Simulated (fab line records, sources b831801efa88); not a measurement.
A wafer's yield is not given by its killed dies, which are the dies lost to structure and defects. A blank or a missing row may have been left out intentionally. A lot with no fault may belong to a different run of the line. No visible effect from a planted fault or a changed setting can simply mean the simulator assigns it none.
2 desks, one fault | flow sky130 | every desk sees just its own numbers, and what lay behind them comes last

## DESK OF THE TOOL OWNER: ilineStepper-01
The tool's own readings at SKY_VIA4_EXPOSE_08 (exposes mask VIM4, target cd 800 nm): means of the sampled wafers that have a number, for each lot that ran on this tool. Marked OUT: a lot whose mean sits more than 4 standard deviations from the usual mean, which makes it out of limits; the brackets give that distance.
Columns: A = exposureDoseMJCm2 at SKY_VIA4_EXPOSE_08, usual 132.01
lot  | first seen here | A
L822 | day 45 02:59    | 132.04
L823 | day 45 09:21    | 132.08
L832 | day 49 22:35    | 131.85
L828 | day 49 23:40    | 132.18
Finding of this desk: none of the 4 lots has anything out of limits.

## FROM THE METROLOGY DESK
Means of the sampled wafers that have a number, per lot and without regard to the tool the lot ran on: this is what the gauges read. Marked OUT: a lot whose mean sits more than 4 standard deviations from the usual mean, which makes it out of limits; the brackets give that distance.
Columns: A = VIA4_HDPCVD_THK at SKY_VIA4_THK_MEAS_01, usual 1751 nm; B = VIA4_BOW at SKY_VIA4_BOW_MEAS_03, usual 80 um; C = VIA4_OVL at SKY_VIA4_OVL_MEAS_11, usual 0.0 nm
lot  | first seen here | A    | B  | C
L821 | day 44 12:12    | 1751 | 73 | -0.0
L822 | day 44 14:02    | 1769 | 85 | -0.4
L823 | day 44 21:32    | 1723 | 74 | 1.5
L832 | day 49 13:51    | 1741 | 84 | -0.7
L828 | day 49 14:49    | 1743 | 75 | 0.1
L835 | day 49 16:49    | 1736 | 87 | -1.6
Finding of this desk: none of the 6 lots has anything out of limits.

## BROUGHT TOGETHER
Nothing out of limits was seen by the tool owner's desk.
At the metrology desk, nothing out of limits was observed.

## WHAT THE SIMULATOR HAD INSERTED
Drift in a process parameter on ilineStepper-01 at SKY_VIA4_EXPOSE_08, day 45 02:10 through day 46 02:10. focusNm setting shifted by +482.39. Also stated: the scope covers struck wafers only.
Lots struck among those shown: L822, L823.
